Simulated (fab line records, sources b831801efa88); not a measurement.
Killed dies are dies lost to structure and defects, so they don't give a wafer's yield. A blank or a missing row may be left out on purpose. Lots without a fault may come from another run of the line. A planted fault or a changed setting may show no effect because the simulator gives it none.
Which tool did it? | flow gf180mcu | 13 lots, 39 wafers sampled, at 1 step of a route of 602

WHAT THE GAUGES READ, wafer by wafer
GF_V5_THK_MEAS_01. Usual: V5_CVD_00_THK 300 nm, standard deviation 3.
lot  | measured     | on            | V5_CVD_00_THK (nm) | flag
L746 | day 26 13:23 | film_metro-03 | 305 298 300        |
L747 | day 26 19:28 | film_metro-03 | 300 296 301        |
L748 | day 27 09:41 | film_metro-03 | 300 297 302        |
L749 | day 27 14:49 | film_metro-02 | 300 306 303        |
L751 | day 28 08:16 | film_metro-01 | 303 302 303        |
L752 | day 28 16:46 | film_metro-03 | 303 303 299        |
L753 | day 28 19:41 | film_metro-02 | 298 300 301        |
L754 | day 29 06:58 | film_metro-03 | 304 299 304        |
L756 | day 29 17:08 | film_metro-02 | 295 298 301        |
L764 | day 31 21:45 | film_metro-02 | 299 302 298        |
L765 | day 32 04:08 | film_metro-02 | 296 295 299        |
L766 | day 32 10:10 | film_metro-02 | 302 302 301        |
L767 | day 32 17:32 | film_metro-02 | 309 300 304        |

WHICH TOOL RAN EACH LOT (tool, then ch and the chambers of the sampled wafers, then the start)
The record holds no process step before these readings.

WHAT THE TOOLS THEMSELVES READ (means of the sampled wafers that have a number; where no wafer has one, the mark that the record gives instead)
The record holds no such reading with a usual standard deviation.

THE ANSWER, worked out from the rows above alone
Rule: a lot is off if the mean of its wafers that have a number lies more than 3 standard deviations from the usual mean. A lot without any number at a reading at which 4 lots or more have one is off too. The other lots that the step has rows for count as sound. The gauges are gone through in route order, then the tools' own readings, and for those a lot's mean is taken as printed above. The first step at which some lot is off is used, and at that step the reading that is off furthest; a lot without a number counts as furthest.
No lot is off at any reading shown: from this, nothing can be told.

WHAT THE SIMULATOR HAD PUT IN
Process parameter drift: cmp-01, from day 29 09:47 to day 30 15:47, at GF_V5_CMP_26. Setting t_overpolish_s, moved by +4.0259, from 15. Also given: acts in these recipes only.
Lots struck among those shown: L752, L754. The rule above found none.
